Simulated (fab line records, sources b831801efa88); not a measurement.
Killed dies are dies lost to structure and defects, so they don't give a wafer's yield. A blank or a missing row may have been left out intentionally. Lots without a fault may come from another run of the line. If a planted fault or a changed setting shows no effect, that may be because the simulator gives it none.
Split-lot experiment || flow sky130 || 23 wafers read from 5 lots, route of 708 steps

ON THE SPLIT
At SKY_METAL2_SPUTTER_04 (material TiN, target thk 70 nm, time 58.3 s), the setting time s was moved away from the recipe's 58.3 s on 7 of the 23 wafers read, by -15.0% to +10.7%. For the rest of the wafers, this setting stayed at what the recipe calls for.

The reading comes from the split's own step.

THE READING
TiN_of_METAL2_SPUTTER_04.thk nm (the simulator's own value, which no gauge read), in nm, at SKY_METAL2_SPUTTER_04 (material TiN, target thk 70 nm, time 58.3 s). There is no usual value for it anywhere in the file. Across the 16 wafers here that went through the recipe, the average is 70.55 nm and the standard deviation 0.71 nm.

{"wafer": "L075.1", "tool, chamber at the split": "pvd sputter-01, -", "time s as run, s": 64.52, "against the recipe": "+10.7%", "TiN_of_METAL2_SPUTTER_04.thk nm, nm": 79.14, "against lot-mates on the recipe": "+8.37"}
{"wafer": "L075.2", "tool, chamber at the split": "pvd sputter-01, -", "time s as run, s": 58.3, "against the recipe": "recipe", "TiN_of_METAL2_SPUTTER_04.thk nm, nm": 70.27, "against lot-mates on the recipe": "-"}
{"wafer": "L075.3", "tool, chamber at the split": "pvd sputter-01, -", "time s as run, s": 58.3, "against the recipe": "recipe", "TiN_of_METAL2_SPUTTER_04.thk nm, nm": 70.43, "against lot-mates on the recipe": "-"}
{"wafer": "L075.4", "tool, chamber at the split": "pvd sputter-01, -", "time s as run, s": 58.3, "against the recipe": "recipe", "TiN_of_METAL2_SPUTTER_04.thk nm, nm": 71.6, "against lot-mates on the recipe": "-"}
{"wafer": "L075.6", "tool, chamber at the split": "pvd sputter-01, -", "time s as run, s": 64.52, "against the recipe": "+10.7%", "TiN_of_METAL2_SPUTTER_04.thk nm, nm": 77.91, "against lot-mates on the recipe": "+7.14"}
{"wafer": "L077.2", "tool, chamber at the split": "pvd sputter-01, -", "time s as run, s": 58.3, "against the recipe": "recipe", "TiN_of_METAL2_SPUTTER_04.thk nm, nm": 70.78, "against lot-mates on the recipe": "-"}
{"wafer": "L077.3", "tool, chamber at the split": "pvd sputter-01, -", "time s as run, s": 58.3, "against the recipe": "recipe", "TiN_of_METAL2_SPUTTER_04.thk nm, nm": 69.96, "against lot-mates on the recipe": "-"}
{"wafer": "L077.5", "tool, chamber at the split": "pvd sputter-01, -", "time s as run, s": 58.3, "against the recipe": "recipe", "TiN_of_METAL2_SPUTTER_04.thk nm, nm": 71.39, "against lot-mates on the recipe": "-"}
{"wafer": "L079.1", "tool, chamber at the split": "pvd sputter-01, -", "time s as run, s": 50.44, "against the recipe": "-13.5%", "TiN_of_METAL2_SPUTTER_04.thk nm, nm": 60.59, "against lot-mates on the recipe": -10.52}
{"wafer": "L079.2", "tool, chamber at the split": "pvd sputter-01, -", "time s as run, s": 50.44, "against the recipe": "-13.5%", "TiN_of_METAL2_SPUTTER_04.thk nm, nm": 61.92, "against lot-mates on the recipe": -9.19}
{"wafer": "L079.4", "tool, chamber at the split": "pvd sputter-01, -", "time s as run, s": 50.44, "against the recipe": "-13.5%", "TiN_of_METAL2_SPUTTER_04.thk nm, nm": 60.73, "against lot-mates on the recipe": -10.38}
{"wafer": "L079.5", "tool, chamber at the split": "pvd sputter-01, -", "time s as run, s": 58.3, "against the recipe": "recipe", "TiN_of_METAL2_SPUTTER_04.thk nm, nm": 71.59, "against lot-mates on the recipe": "-"}
{"wafer": "L079.6", "tool, chamber at the split": "pvd sputter-01, -", "time s as run, s": 58.3, "against the recipe": "recipe", "TiN_of_METAL2_SPUTTER_04.thk nm, nm": 70.62, "against lot-mates on the recipe": "-"}
{"wafer": "L081.1", "tool, chamber at the split": "pvd sputter-01, -", "time s as run, s": 58.3, "against the recipe": "recipe", "TiN_of_METAL2_SPUTTER_04.thk nm, nm": 70.86, "against lot-mates on the recipe": "-"}
{"wafer": "L081.2", "tool, chamber at the split": "pvd sputter-01, -", "time s as run, s": 58.3, "against the recipe": "recipe", "TiN_of_METAL2_SPUTTER_04.thk nm, nm": 70.91, "against lot-mates on the recipe": "-"}
{"wafer": "L081.3", "tool, chamber at the split": "pvd sputter-01, -", "time s as run, s": 58.3, "against the recipe": "recipe", "TiN_of_METAL2_SPUTTER_04.thk nm, nm": 70.34, "against lot-mates on the recipe": "-"}
{"wafer": "L081.4", "tool, chamber at the split": "pvd sputter-01, -", "time s as run, s": 58.3, "against the recipe": "recipe", "TiN_of_METAL2_SPUTTER_04.thk nm, nm": 69.85, "against lot-mates on the recipe": "-"}
{"wafer": "L081.6", "tool, chamber at the split": "pvd sputter-01, -", "time s as run, s": 58.3, "against the recipe": "recipe", "TiN_of_METAL2_SPUTTER_04.thk nm, nm": 71.38, "against lot-mates on the recipe": "-"}
{"wafer": "L085.1", "tool, chamber at the split": "pvd sputter-02, -", "time s as run, s": 49.58, "against the recipe": "-15.0%", "TiN_of_METAL2_SPUTTER_04.thk nm, nm": 58.63, "against lot-mates on the recipe": -10.98}
{"wafer": "L085.2", "tool, chamber at the split": "pvd sputter-02, -", "time s as run, s": 58.3, "against the recipe": "recipe", "TiN_of_METAL2_SPUTTER_04.thk nm, nm": 69.85, "against lot-mates on the recipe": "-"}
{"wafer": "L085.4", "tool, chamber at the split": "pvd sputter-02, -", "time s as run, s": 58.3, "against the recipe": "recipe", "TiN_of_METAL2_SPUTTER_04.thk nm, nm": 70.05, "against lot-mates on the recipe": "-"}
{"wafer": "L085.5", "tool, chamber at the split": "pvd sputter-02, -", "time s as run, s": 58.3, "against the recipe": "recipe", "TiN_of_METAL2_SPUTTER_04.thk nm, nm": 68.94, "against lot-mates on the recipe": "-"}
{"wafer": "L085.6", "tool, chamber at the split": "pvd sputter-02, -", "time s as run, s": 49.58, "against the recipe": "-15.0%", "TiN_of_METAL2_SPUTTER_04.thk nm, nm": 59.23, "against lot-mates on the recipe": -10.38}

THE FIT
A straight line over all 23 wafers: TiN_of_METAL2_SPUTTER_04.thk nm changes by +0.739 nm for each +1% of time s; r = +0.99; the points scatter about the line by 0.74 nm.
The same after taking each lot's own level away (the mean of its wafers on the recipe; 23 wafers): +0.729 nm for each +1%; r = +0.99; scatter 0.57 nm.
The reading moves by 11 nm for the largest change in time s, on that fit.
The span of the lots' own levels, 69.613 to 71.105 nm, comes to 2.1 times the standard deviation stated above.
Hence the lot-to-lot level has little effect on the slope; both slopes agree.
Check: with one of the wafers moved furthest among these (-15.0%) left out of the fit, the line predicts -10.9 nm for it against its lot-mates. It came out at -11 nm against them.

THE OTHER SPLITS THESE WAFERS WENT THROUGH
These wafers also went through other splits before the reading. Each is held against what the fit with the lots' levels taken away leaves over:
{"other split on the same wafers": "SKY_LI_CONTACT_SPUTTER_20 power w", "wafers away from the commonest value": 7, "r with TiN_of_METAL2_SPUTTER_04.thk nm (lot level and that fit taken away)": "+0.50"}
{"other split on the same wafers": "SKY_CONTACT_SPUTTER_23 time s", "wafers away from the commonest value": 6, "r with TiN_of_METAL2_SPUTTER_04.thk nm (lot level and that fit taken away)": "+0.07"}
{"other split on the same wafers": "SKY_METAL1_SPUTTER_01 power w", "wafers away from the commonest value": 5, "r with TiN_of_METAL2_SPUTTER_04.thk nm (lot level and that fit taken away)": -0.33}
{"other split on the same wafers": "SKY_METAL1_METAL_ETCH_19 over etch frac", "wafers away from the commonest value": 10, "r with TiN_of_METAL2_SPUTTER_04.thk nm (lot level and that fit taken away)": "+0.00"}
{"other split on the same wafers": "SKY_VIA1_HDPCVD_00 sih4 flow sccm", "wafers away from the commonest value": 10, "r with TiN_of_METAL2_SPUTTER_04.thk nm (lot level and that fit taken away)": "+0.26"}
{"other split on the same wafers": "SKY_VIA1_ETCH_15 time s", "wafers away from the commonest value": 6, "r with TiN_of_METAL2_SPUTTER_04.thk nm (lot level and that fit taken away)": "+0.00"}
{"other split on the same wafers": "SKY_VIA1_CVD_21 pressure torr", "wafers away from the commonest value": 18, "r with TiN_of_METAL2_SPUTTER_04.thk nm (lot level and that fit taken away)": "+0.02"}

THE FILE'S OWN FIT
TiN_of_METAL2_SPUTTER_04.thk nm changes by +0.727 nm for each +1% of time s, r = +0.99.
